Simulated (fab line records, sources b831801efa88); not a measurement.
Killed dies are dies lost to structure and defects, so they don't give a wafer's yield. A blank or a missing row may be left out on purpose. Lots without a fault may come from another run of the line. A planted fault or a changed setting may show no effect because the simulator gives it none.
Problem report in the 8D (eight disciplines) form, filled by code | flow gf180mcu | the parts of the form that need people (team, actions taken, sign-off) are left out

1. THE PROBLEM
SAB_CVD_00_THK at GF_SAB_THK_MEAS_01 reads a mean of 44.8 nm on 2 wafers of 2 lots; wafers without a fault read 50.1 nm with a standard deviation of 0.73. That is -7.3 standard deviations from the usual mean.
First seen on wafer L545.1, day 17 11:09, on film_metro-02. The record holds 39 wafers of 13 lots with a number at this step. Rule for "out", or "out of limits": more than 4 standard deviations from the usual mean. The other wafers with a number count as sound.

2. WHAT IT IS AND WHAT IT IS NOT
question                    | is                | is not
which readings at this step | SAB_CVD_00_THK    | -
which lots                  | L545, L546        | L536, L537, L538, L539, L553, L554, L555, L556, L557, L558, L559
which wafers of those lots  | L545.1, L546.2    | L545.3, L545.4, L546.3, L546.6
read on which gauges        | film_metro-02     | film_metro-01, film_metro-04
when                        | from day 17 11:09 | up to then (14 sound wafers); but 23 sound wafers of L546, L553, L554, L555, L556, L557, L558, L559 came after

3. SUSPECTS, AND WHAT RULES EACH OUT
Counting: a tool at a process step up to the reading stays a suspect if it ran every lot that is out. Sound lots after the first of them don't rule it out here, since some wafers of a struck lot are sound.
- the gauge at GF_SAB_THK_MEAS_01: kept. All the wafers that are out were read on film_metro-02, and no step on other tools shows them out.
- pecvd-02 at GF_SAB_CVD_00 (deposits SiO2 from TEOS, target thk 50 nm, time 4.9302 s): kept. It ran every lot that is out, first L545 (day 17 11:08); its last sound lot up to then is L539 (day 15 10:38).
Left after counting: pecvd-02 at GF_SAB_CVD_00, film_metro-02 at GF_SAB_THK_MEAS_01.

4. THE CAUSE (what the simulator had put in)
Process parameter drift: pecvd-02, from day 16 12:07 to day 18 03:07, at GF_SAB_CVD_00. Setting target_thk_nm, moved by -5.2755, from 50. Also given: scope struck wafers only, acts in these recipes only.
Counting left 2 suspects, and this tool is among them.

5. THE CHAIN OF EFFECTS, in route order
Each row: a reading whose mean over the struck wafers that have a number lies more than 3 standard deviations from the usual. Only readings for which the record gives a usual standard deviation are gone through. hours: the time from each lot's start at the first step in this table that gives one to its start at this step, as a median over the lots. sigmas: the change in usual standard deviations.
hours | step               | reading        | usual   | on struck wafers | change | sigmas
0     | GF_SAB_THK_MEAS_01 | SAB_CVD_00_THK | 50.1 nm | 44.8             | -5.3   | -7.3
Later measuring or inspecting steps at which every struck wafer that the step has a row for has a number for every such reading, and none has moved that far: GF_CONTACT_THK_MEAS_01, GF_V1_CD_MEAS_14, GF_M2_RS_MEAS_05.

6. WHAT WOULD HAVE CAUGHT IT SOONER
In this record the first reading out of limits at a measuring or inspecting step was taken at day 17 11:09, 23 hours after the fault began at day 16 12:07.
Of the tool readings at GF_SAB_CVD_00 for which the record gives a usual standard deviation, none was out on any struck wafer, so an alarm limit of 4 standard deviations on them would not have fired.
Of the lots that are out (2), L546 began GF_SAB_CVD_00 on pecvd-02 after day 17 11:09. A hold on the tool at that time would have spared it.
